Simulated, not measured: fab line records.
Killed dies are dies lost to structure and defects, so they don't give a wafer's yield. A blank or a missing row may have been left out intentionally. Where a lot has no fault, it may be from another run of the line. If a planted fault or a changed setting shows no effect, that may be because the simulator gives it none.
Matching of chambers ; flow sky130 ; cmp-01 running SKY_VIA4_CMP_21: 4 sister chambers
The step polishes, stops on SiO2, t overpolish 25 s, target thk 0 nm. 8 wafers are shown with their chamber, then 7 later ones without.

== WAFERS PAIRED WITH THEIR CHAMBERS ==
wafer;chamber;motorCurrentA (A);timeToEndpointS (s)
L429.2;2;12.8;118
L430.6;1;11.5;121
L431.1;1;12.1;115
L431.2;2;13.0;118
L433.2;0;11.6;117
L433.5;3;12.6;120
L436.3;0;11.4;111
L436.4;3;12.0;122

== WAFERS WITHOUT THEIR CHAMBER ==
wafer;motorCurrentA (A);timeToEndpointS (s)
L436.5;12.0;118
L451.2;11.2;123
L451.3;12.6;125
L451.4;11.5;122
L452.2;13.2;126
L452.5;11.0;121
L452.6;12.1;128

== WHICH CHAMBER EACH WENT THROUGH ==
wafer;from the rows above;in truth
L436.5;can't be placed: 1 or 3 or 0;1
L451.2;can't be placed: 1 or 0 or 3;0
L451.3;can't be placed: 3 or 2 or 1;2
L451.4;can't be placed: 1 or 3 or 0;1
L452.2;can't be placed: 2 or 3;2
L452.5;can't be placed: 1 or 0 or 3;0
L452.6;can't be placed: 3 or 1 or 2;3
Correct placement for 0 of the 7. Not placeable from these rows: 7 (in 7, the candidates include the true chamber). 0 placed wrongly.
How it was worked out, from the rows above alone: a wafer's distance from a chamber is the root of the sum, over the readings, of the square of ((its reading less the chamber's mean) divided by the reading's scatter). The wafer belongs to the nearest chamber; if the next one is less than 2 further off, it can't be placed. The mean given for a chamber averages the wafers shown for that chamber. The scatter: the root of (the sum of the squares of (reading less its chamber's mean) over the shown wafers, divided by (wafers less chambers)).
